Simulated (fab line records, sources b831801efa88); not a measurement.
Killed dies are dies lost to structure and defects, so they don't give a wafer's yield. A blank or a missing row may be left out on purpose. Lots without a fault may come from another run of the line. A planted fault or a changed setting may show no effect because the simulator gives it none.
Which tool did it? | flow sky130 | 6 lots, 18 wafers sampled, at 3 steps of a route of 708

WHAT THE GAUGES READ, wafer by wafer
SKY_SD_P_OVL_MEAS_08.
lot  | measured     | on         | SD_P_OVL (nm)
L778 | day 26 17:13 | overlay-01 | -0.4 1.2 0.8
L781 | day 27 18:33 | overlay-02 | 2.0 1.0 1.0
L791 | day 31 01:59 | overlay-01 | 0.0 -1.2 0.4
L793 | day 31 22:00 | overlay-01 | 36.4 35.2 35.1 35.5 34.3 34.5
L795 | day 32 13:59 | overlay-02 | 1.1 1.5 1.8
L797 | day 33 00:02 | overlay-02 | -1.6 -0.4 0.1

WHICH TOOL RAN EACH LOT (tool, then ch and the chambers of the sampled wafers, then the start)
lot  | SKY_LDD_HVP_STRIP_09                 | SKY_SD_P_EXPOSE_04
L778 | plasma_asher-03 ch 0,1, day 22 22:10 | iline_stepper-01 ch 0, day 26 03:52
L781 | plasma_asher-01 ch 0,1, day 24 00:32 | iline_stepper-01 ch 0, day 27 03:58
L791 | plasma_asher-03 ch 0,1, day 27 11:25 | iline_stepper-02 ch 0, day 30 12:52
L793 | plasma_asher-02 ch 0,1, day 28 06:57 | iline_stepper-01 ch 0, day 31 09:02
L795 | plasma_asher-01 ch 0,1, day 28 21:59 | iline_stepper-02 ch 0, day 31 23:26
L797 | plasma_asher-02 ch 0,1, day 29 10:46 | iline_stepper-02 ch 0, day 32 10:30
- SKY_LDD_HVP_STRIP_09: strips in O2/N2.
- SKY_SD_P_EXPOSE_04: exposes mask PSDM, target cd 380 nm.

THE ANSWER, worked out from the rows above alone
Rule: what is usual is taken from the lots themselves. Put in order of their means at a reading, lots are off if they are a third of the lots or fewer, leave a main group of 4 or more, and stand apart from it by a gap of 3 or more times the standard deviation of the main group's means; of several such gaps the widest counts. A main group whose means are all the same, to the digits that the tables above print for the reading, isn't used. A lot without any number at a reading at which 4 lots or more have one is off too. The other lots that the step has rows for count as sound.
Off: L793, at SKY_SD_P_OVL_MEAS_08 (SD_P_OVL). The main group: mean 0.5 nm, standard deviation 0.84.
A tool fits if, at a process step before that reading, it ran every lot that is off, and no sound lot after the first of them. The gauges at SKY_SD_P_OVL_MEAS_08 are tried like those tools. Can't be told from this: 2 tools fit, iline_stepper-01 at SKY_SD_P_EXPOSE_04, overlay-01 at SKY_SD_P_OVL_MEAS_08.

WHAT THE SIMULATOR HAD PUT IN
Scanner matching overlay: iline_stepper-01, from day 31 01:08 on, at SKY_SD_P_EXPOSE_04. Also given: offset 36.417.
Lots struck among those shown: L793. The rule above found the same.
